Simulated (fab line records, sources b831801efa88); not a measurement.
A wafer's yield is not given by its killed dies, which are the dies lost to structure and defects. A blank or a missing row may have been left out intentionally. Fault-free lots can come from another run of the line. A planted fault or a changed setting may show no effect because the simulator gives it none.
2 desks, one fault || flow sky130 || only its own numbers are on each desk; what lay behind them is given at the end

THE TOOL OWNER'S DESK: implanter-04
The tool's own readings at SKY_LDD_HVP_IMPLANT_08, given as means over the sampled wafers that have a number, one for each lot that went through this tool. Any lot whose mean is over 4 standard deviations away from the usual mean is out of limits and marked OUT; that distance is given in the brackets.
Columns: A = beam_on_s at SKY_LDD_HVP_IMPLANT_08, usual 9.99 s; B = end_station_pressure_torr at SKY_LDD_HVP_IMPLANT_08, usual 5.02e-06 Torr; C = faraday_current_uA at SKY_LDD_HVP_IMPLANT_08, usual 95.9
{"lot": "L745", "first seen here": "day 22 00:23", "A": 10.03, "B": 4.95e-06, "C": 95.6}
{"lot": "L746", "first seen here": "day 22 19:59", "A": 10.00, "B": 4.84e-06, "C": 95.5}
{"lot": "L748", "first seen here": "day 23 11:14", "A": 10.08, "B": 5.00e-06, "C": 94.9}
{"lot": "L752", "first seen here": "day 25 02:05", "A": "12.94 (+15) OUT", "B": "1.23e-04 (+99 or more) OUT", "C": "74.8 (-11) OUT"}
{"lot": "L754", "first seen here": "day 25 03:20", "A": "12.77 (+14) OUT", "B": "1.17e-04 (+99 or more) OUT", "C": "75.8 (-11) OUT"}
{"lot": "L764", "first seen here": "day 28 19:02", "A": 9.95, "B": 5.08e-06, "C": 96.0}
{"lot": "L766", "first seen here": "day 29 21:47", "A": 9.90, "B": 5.08e-06, "C": 96.6}
This desk finds L752, L754 out of limits, L752 being first, at day 25 02:05 (beam_on_s at SKY_LDD_HVP_IMPLANT_08). L745, L746, L748, L764, L766: within limits.

METROLOGY DESK
What the gauges read for every lot (on any tool): the sampled wafers with a number, averaged. Any lot whose mean is over 4 standard deviations away from the usual mean is out of limits and marked OUT; that distance is given in the brackets.
Columns: A = cd_nm at SKY_LDD_P_CD_MEAS_07, usual 379.9 nm; B = LDD_HVN_OVL at SKY_LDD_HVN_OVL_MEAS_07, usual -0.7 nm; C = LDD_HVP_TW at SKY_LDD_HVP_TW_MEAS_10, usual 460.6; D = LDD_LDN_OVL at SKY_LDD_LDN_OVL_MEAS_07, usual 1.7 nm
{"lot": "L745", "first seen here": "day 19 09:57", "A": 379.3, "B": -0.2, "C": 459.9, "D": 0.6}
{"lot": "L746", "first seen here": "day 20 05:26", "A": 381.4, "B": -1.9, "C": 459.6, "D": 2.4}
{"lot": "L748", "first seen here": "day 20 21:28", "A": 380.7, "B": -0.3, "C": 460.3, "D": 2.5}
{"lot": "L749", "first seen here": "day 21 05:14", "A": 381.1, "B": 0.7, "C": 459.9, "D": 2.3}
{"lot": "L752", "first seen here": "day 22 13:47", "A": 378.7, "B": 1.2, "C": "493.7 (+18) OUT", "D": 1.0}
{"lot": "L754", "first seen here": "day 22 15:01", "A": 381.6, "B": -0.9, "C": "494.4 (+19) OUT", "D": 2.1}
{"lot": "L755", "first seen here": "day 22 20:05", "A": 378.6, "B": -0.8, "C": 461.7, "D": 2.8}
{"lot": "L760", "first seen here": "day 25 03:37", "A": 376.6, "B": -0.2, "C": 461.9, "D": 2.3}
{"lot": "L762", "first seen here": "day 26 00:47", "A": 380.2, "B": -0.3, "C": 461.8, "D": 1.9}
{"lot": "L763", "first seen here": "day 26 06:27", "A": 378.8, "B": 0.2, "C": 460.7, "D": 2.6}
{"lot": "L764", "first seen here": "day 26 09:42", "A": 380.3, "B": -1.9, "C": 463.3, "D": 1.7}
{"lot": "L766", "first seen here": "day 27 12:25", "A": 379.5, "B": -0.7, "C": 459.8, "D": 1.2}
{"lot": "L767", "first seen here": "day 27 18:32", "A": 381.2, "B": -2.2, "C": 461.2, "D": 1.3}
This desk's finding: out of limits on L752, L754; first on L752, day 25 02:19 (LDD_HVP_TW at SKY_LDD_HVP_TW_MEAS_10). L745, L746, L748, L749, L755, L760, L762, L763, L764, L766, L767: within limits.

BROUGHT TOGETHER
The tool owner's desk had the chance to raise an alarm at day 25 02:05 on L752, L754.
At day 25 02:19 the metrology desk could have sounded an alarm, on L752, L754.
On implanter-04, each named lot ran SKY_LDD_HVP_IMPLANT_08.

WHAT WAS PUT IN BY THE SIMULATOR
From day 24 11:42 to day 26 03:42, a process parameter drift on implanter-04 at SKY_LDD_HVP_IMPLANT_08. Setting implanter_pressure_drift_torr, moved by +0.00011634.
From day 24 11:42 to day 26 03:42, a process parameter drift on implanter-04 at SKY_LDD_HVP_IMPLANT_08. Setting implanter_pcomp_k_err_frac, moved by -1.
Shown lots that were struck: L752, L754.
Time in hours from fault onset to the first out-of-limits reading at each desk: tool owner's desk 14, metrology desk 15.
